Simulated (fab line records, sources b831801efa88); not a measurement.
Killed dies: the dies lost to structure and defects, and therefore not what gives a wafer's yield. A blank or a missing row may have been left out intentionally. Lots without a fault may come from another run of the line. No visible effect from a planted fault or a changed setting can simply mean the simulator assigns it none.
Chamber matching -- flow gf180mcu -- 3 sister chambers for GF_V3_CVD_02 on pecvd-04
The step deposits SiO2 from TEOS, target thk 850 nm, time 94.851 s. 3 wafers are shown with their chamber, then 9 later ones without.

## WAFERS WITH THEIR CHAMBER
wafer,chamber,heater-power-w (W)
L090.4,2,575
L090.5,0,576
L090.6,1,735

## WAFERS WITHOUT THEIR CHAMBER
wafer,heater-power-w (W)
L092.1,544
L092.2,684
L092.3,585
L094.1,569
L094.4,615
L094.5,595
L097.1,647
L097.2,625
L097.6,486

## EACH ONE'S CHAMBER
wafer,from the rows above,in truth
L092.1,can't be placed: 2 or 0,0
L092.2,can't be placed: 1 or 0 or 2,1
L092.3,can't be placed: 0 or 2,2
L094.1,can't be placed: 2 or 0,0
L094.4,can't be placed: 0 or 2 or 1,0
L094.5,can't be placed: 0 or 2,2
L097.1,can't be placed: 0 or 2 or 1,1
L097.2,can't be placed: 0 or 2 or 1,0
L097.6,can't be placed: 2 or 0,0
Correct placement for 0 of the 9. Not placeable from these rows: 9 (in 9, the candidates include the true chamber). Placed wrongly: 0.
How it was worked out, from the rows above alone: a wafer's distance from a chamber is the root of the sum, over the readings, of the square of ((its reading less the chamber's mean) divided by the reading's scatter). If the next closest chamber is less than 2 further off than the closest, the wafer can't be placed; otherwise it belongs to the closest. For every chamber, the mean is computed from those of its wafers that are shown. The scatter (one wafer shown for each chamber): square how far every hidden wafer sits from the nearest shown wafer, average those squares and take the square root.
